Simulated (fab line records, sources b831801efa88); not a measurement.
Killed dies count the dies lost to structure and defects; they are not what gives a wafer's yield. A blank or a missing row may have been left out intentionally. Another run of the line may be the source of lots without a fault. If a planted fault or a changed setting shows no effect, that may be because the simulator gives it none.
What tool caused it? | flow gf180mcu | Sampling: 6 lots, 17 wafers, 2 of 602 route steps

WHAT THE GAUGES SHOWED, per wafer
GF_VT_IMPLANT_RS_MEAS_47: measurement is done with a four-point probe.
lot  | measured     | on            | NWELL_RS (ohm/sq)
L958 | day 8 08:38  | film metro-04 | 487.9 487.2 486.7
L960 | day 8 21:49  | film metro-01 | 488.4 489.7 487.6
L962 | day 9 10:11  | film metro-01 | 486.5 485.5 486.4
L964 | day 9 21:59  | film metro-02 | 487.6 487.5 486.0
L967 | day 10 19:16 | film metro-02 | 488.1 487.3 487.7
L973 | day 12 15:00 | film metro-02 | 477.8 489.0 478.5 488.9

TOOL THAT RAN EACH LOT (tool first, then ch and the chambers of the sampled wafers, then the start)
lot  | GF_NWELL_IMPLANT_09
L958 | implanter-03 ch 0, day 3 23:30
L960 | implanter-04 ch 0, day 4 10:44
L962 | implanter-02 ch 0, day 4 21:12
L964 | implanter-03 ch 0, day 5 07:13
L967 | implanter-03 ch 0, day 6 00:03
L973 | implanter-03 ch 0, day 7 11:18
- GF_NWELL_IMPLANT_09

THE ANSWER, worked out from the rows above alone
Rule: usual is defined by the lots themselves. Put in order of their means at a reading, lots are off if they are a third of the lots or fewer, leave a main group of 4 or more, and stand apart from it by a gap of 3 or more times the standard deviation of the main group's means; of several such gaps the widest counts. A main group whose means are all the same, to the digits that the tables above print for the reading, isn't used. Also off: a lot with no number at a reading for which 4 or more lots have one. The other lots that the step has rows for count as sound.
Off: L973, seen at GF_VT_IMPLANT_RS_MEAS_47 (NWELL_RS). Mean 487.3 ohm/sq and standard deviation 0.8 in the main group.
If a tool, at a process step before that reading, ran all the lots that are off and no sound lot after the first of them, it fits. Gauges at GF_VT_IMPLANT_RS_MEAS_47: tried the same way as those tools. 2 tools fit, implanter-03 at GF_NWELL_IMPLANT_09 and film metro-02 at GF_VT_IMPLANT_RS_MEAS_47, so this cannot tell which one it is.

WHAT THE SIMULATOR HAD INSERTED
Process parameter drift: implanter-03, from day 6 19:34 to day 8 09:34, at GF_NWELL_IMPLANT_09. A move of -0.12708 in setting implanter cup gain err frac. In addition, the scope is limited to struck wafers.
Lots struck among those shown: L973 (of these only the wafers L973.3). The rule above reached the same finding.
